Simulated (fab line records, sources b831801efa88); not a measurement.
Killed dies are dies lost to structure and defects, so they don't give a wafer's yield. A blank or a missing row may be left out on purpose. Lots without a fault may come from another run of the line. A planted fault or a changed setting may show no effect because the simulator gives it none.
Problem report in the 8D (eight disciplines) form, filled by code | flow sky130 | the parts of the form that need people (team, actions taken, sign-off) are left out

1. THE PROBLEM
SONOS_ONO_CVD_04_THK at SKY_SONOS_ONO_THK_MEAS_05 reads a mean of 7.34 nm on 3 wafers of 1 lot; wafers without a fault read 5.77 nm with a standard deviation of 0.12. That is +13 standard deviations from the usual mean.
First seen on wafer L837.2, day 16 00:20, on film_metro-02. The record holds 36 wafers of 12 lots with a number at this step. Rule for "out", or "out of limits": more than 4 standard deviations from the usual mean. The other wafers with a number count as sound.

2. WHAT IT IS AND WHAT IT IS NOT
question                    | is                     | is not
which readings at this step | SONOS_ONO_CVD_04_THK   | -
which lots                  | L837                   | L825, L826, L827, L829, L831, L833, L834, L844, L845, L846, L847
which wafers of those lots  | all that have a number | -
read on which gauges        | film_metro-02          | film_metro-03, film_metro-04
when                        | from day 16 00:20      | up to then (21 sound wafers); but 12 sound wafers of L844, L845, L846, L847 came after

3. SUSPECTS, AND WHAT RULES EACH OUT
Counting: a tool at a process step up to the reading stays a suspect if it ran every lot that is out and no sound lot after the first of them.
- the gauge at SKY_SONOS_ONO_THK_MEAS_05: ruled out. All the wafers that are out were read on film_metro-02, but those of them that SKY_SONOS_ONO_CVD_04 has rows for are out there too, on other tools.
- lpcvd-03 at SKY_SONOS_ONO_CVD_04 (deposits SiO2 from SiH4/N2O, target thk 5.7199 nm): ruled out as a lasting fault. Sound lots L844, L845, L846, L847 ran on it after its first lot that is out, L837 (day 15 23:05).
Left after counting: nothing in the record.

4. THE CAUSE (what the simulator had put in)
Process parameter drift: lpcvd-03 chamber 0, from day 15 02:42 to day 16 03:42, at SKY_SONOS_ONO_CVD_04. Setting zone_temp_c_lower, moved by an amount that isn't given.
Counting ruled it out, wrongly: the rule takes a fault to strike every lot that its tool runs from its start on, and this one did not.

5. THE CHAIN OF EFFECTS, in route order
Each row: a reading whose mean over the struck wafers that have a number lies more than 3 standard deviations from the usual. Only readings for which the record gives a usual standard deviation are gone through. hours: the time from each lot's start at the first step in this table that gives one to its start at this step, as a median over the lots. sigmas: the change in usual standard deviations.
hours | step                      | reading               | usual   | on struck wafers | change | sigmas
0     | SKY_SONOS_ONO_CVD_04      | spike_tc_bottom_C     | 915.6 C | 910.8            | -4.8   | -3.4
0     | SKY_SONOS_ONO_CVD_04      | spike_tc_centre_C     | 900.6 C | 895.1            | -5.5   | -3.4
0     | SKY_SONOS_ONO_CVD_04      | spike_tc_lower_C      | 901.8 C | 937.7            | +35.9  | +30
0     | SKY_SONOS_ONO_CVD_04      | zone_power_bottom_pct | 24.6 %  | 19.5             | -5.1   | -12
0     | SKY_SONOS_ONO_CVD_04      | zone_power_centre_pct | 19.3 %  | 13.4             | -5.9   | -6.0
0     | SKY_SONOS_ONO_CVD_04      | zone_power_lower_pct  | 18.4 %  | 36.2             | +17.8  | +12
1     | SKY_SONOS_ONO_THK_MEAS_05 | SONOS_ONO_CVD_04_THK  | 5.77 nm | 7.34             | +1.57  | +13
The process steps in it:
- SKY_SONOS_ONO_CVD_04: deposits SiO2 from SiH4/N2O, target thk 5.7199 nm.
Later measuring or inspecting steps at which every struck wafer that the step has a row for has a number for every such reading, and none has moved that far: SKY_VIA1_OVL_MEAS_13, SKY_VIA2_THK_MEAS_01.

6. WHAT WOULD HAVE CAUGHT IT SOONER
In this record the first reading out of limits at a measuring or inspecting step was taken at day 16 00:20, 22 hours after the fault began at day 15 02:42.
The tool's own readings at SKY_SONOS_ONO_CVD_04 were out on every struck wafer that the step has a row for (spike_tc_lower_C, zone_power_bottom_pct, zone_power_centre_pct, zone_power_lower_pct): an alarm limit on them would have fired on the first of those.
